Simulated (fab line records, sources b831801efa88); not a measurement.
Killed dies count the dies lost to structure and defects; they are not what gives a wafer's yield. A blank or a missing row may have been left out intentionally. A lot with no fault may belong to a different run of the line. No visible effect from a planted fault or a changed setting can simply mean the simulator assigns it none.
The same fault as seen by 2 desks ; flow gf180mcu ; each desk has only its own numbers; what lay behind them comes last

## THE TOOL OWNER'S DESK: pvdSputter-01
The tool's own readings at GF_MIM_SPUTTER_08 (material AlCu, target thk 200 nm, time 10.6 s): means of the sampled wafers that have a number, for each lot that ran on this tool. Any lot whose mean is over 4 standard deviations away from the usual mean is out of limits and marked OUT; that distance is given in the brackets.
Columns: A = throttleValvePct at GF_MIM_SPUTTER_08, usual 31.2 %
lot;first seen here;A
L426;day 24 12:54;30.9
L433;day 27 01:13;31.3
L438;day 28 15:44;30.4
L441;day 29 13:28;30.8
L443;day 30 03:34;31.0
Result from this desk: across the 5 lots, nothing is out of limits.

## METROLOGY DESK
Lot by lot, what the gauges showed, no matter which tool ran the lot: averages of those sampled wafers that carry a number. Any lot whose mean is over 4 standard deviations away from the usual mean is out of limits and marked OUT; that distance is given in the brackets.
Columns: A = V4_W_RS at GF_V4_RS_MEAS_24, usual 0.328 ohm/sq; B = MIM_ALCU_RS at GF_MIM_RS_MEAS_10, usual 0.1607 ohm/sq; C = MIM_ALCU_THK at GF_MIM_THK_MEAS_11, usual 198.8 nm
lot;first seen here;A;B;C
L426;day 24 12:05;0.325;0.1617;196.9
L427;day 24 20:31;0.326;0.1617;197.6
L430;day 26 04:00;0.327;0.1626;195.1
L433;day 27 00:23;0.335;0.1623;195.6
L434;day 27 02:17;0.324;0.1603;196.9
L436;day 28 04:39;0.332;0.1593;198.7
L438;day 28 14:53;0.325;0.1614;199.5
L440;day 29 03:41;0.327;0.1578;202.7
L441;day 29 12:38;0.331;0.1352 (-15) OUT;253.4 (+22) OUT
L443;day 30 02:45;0.328;0.1386 (-13) OUT;248.4 (+20) OUT
L449;day 31 20:52;0.329;0.1590;199.9
Finding of this desk: L441, L443 out of limits, first seen on L441 at day 29 13:32 (MIM_ALCU_RS at GF_MIM_RS_MEAS_10). L426, L427, L430, L433, L434, L436, L438, L440, L449: within limits.

## BROUGHT TOGETHER
L441, L443 would have let the metrology desk raise an alarm at day 29 13:32.
The tool owner's desk saw nothing out of limits.
Tool owner's desk: L441, L443 on record, inside its limits.
GF_MIM_SPUTTER_08 was run on pvdSputter-01 by each of the lots named.

## WHAT HAD BEEN PUT IN BY THE SIMULATOR
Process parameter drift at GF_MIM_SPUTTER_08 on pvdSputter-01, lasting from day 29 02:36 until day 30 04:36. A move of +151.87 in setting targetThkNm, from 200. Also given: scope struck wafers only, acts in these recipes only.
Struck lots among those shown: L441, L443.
Hours from the fault's start to each desk's first reading out of limits: the metrology desk, 11.
